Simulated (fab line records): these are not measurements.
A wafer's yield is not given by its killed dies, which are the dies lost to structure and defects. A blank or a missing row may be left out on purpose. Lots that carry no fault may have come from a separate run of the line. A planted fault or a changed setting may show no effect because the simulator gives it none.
What tool caused it?    flow gf180mcu    Sampling: 6 lots, 16 wafers, 3 of 602 route steps

WHAT THE GAUGES SHOWED, per wafer
GF_CONTACT_RS_MEAS_25: measures by four-point-probe.
lot   measured      on             CONTACT_W_RS (ohm/sq)
L259  day 16 13:25  film_metro-01  0.375 0.385 0.380
L262  day 17 16:41  film_metro-04  0.392 0.388 0.371
L269  day 20 05:47  film_metro-01  0.383 0.264
L271  day 20 23:05  film_metro-01  0.368 0.280
L279  day 23 16:22  film_metro-04  0.374 0.371 0.391
L281  day 24 07:13  film_metro-01  0.368 0.387 0.370

WHICH TOOL RAN EACH LOT (tool, then ch and the chambers of the sampled wafers, then the start)
lot   GF_HV_LDD_STRIP_10                    GF_CONTACT_CVD_24
L259  plasma_asher-01 ch 0,1, day 10 07:48  cvd_w-01 ch 0,1, day 16 13:18
L262  plasma_asher-01 ch 0,1, day 11 05:58  cvd_w-02 ch 0,1, day 17 16:34
L269  plasma_asher-03 ch 0,1, day 13 09:16  cvd_w-02 ch 0,1, day 20 05:41
L271  plasma_asher-04 ch 0,1, day 13 22:46  cvd_w-02 ch 0,1, day 20 22:59
L279  plasma_asher-01 ch 0,1, day 16 11:10  cvd_w-02 ch 0,1, day 23 16:16
L281  plasma_asher-04 ch 0,1, day 17 02:45  cvd_w-02 ch 0,1, day 24 07:07
- GF_HV_LDD_STRIP_10: strips in O2/N2.
- GF_CONTACT_CVD_24: deposits W, target thk 300 nm, time 90.339 s.

THE ANSWER, worked out from the rows above alone
Rule: the usual values come from the lots themselves. The widest of any qualifying gaps counts: lots, ordered by their means at a reading, are off when they make up no more than a third of the lots, leave a main group of 4 or more, and stand apart from it by 3 or more times the standard deviation of that group's means. A main group whose means are all the same, to the digits that the tables above print for the reading, isn't used. A lot without any number at a reading at which 4 lots or more have one is off too. All remaining lots with rows at the step are treated as sound.
Off: L269, L271, seen at GF_CONTACT_RS_MEAS_25 (CONTACT_W_RS). The main group: mean 0.379 ohm/sq, standard deviation 0.0031.
If a tool, at a process step before that reading, ran all the lots that are off and no sound lot after the first of them, it fits. The gauges at GF_CONTACT_RS_MEAS_25 are tried like those tools. No candidate that was tried fits.

WHAT HAD BEEN PUT IN BY THE SIMULATOR
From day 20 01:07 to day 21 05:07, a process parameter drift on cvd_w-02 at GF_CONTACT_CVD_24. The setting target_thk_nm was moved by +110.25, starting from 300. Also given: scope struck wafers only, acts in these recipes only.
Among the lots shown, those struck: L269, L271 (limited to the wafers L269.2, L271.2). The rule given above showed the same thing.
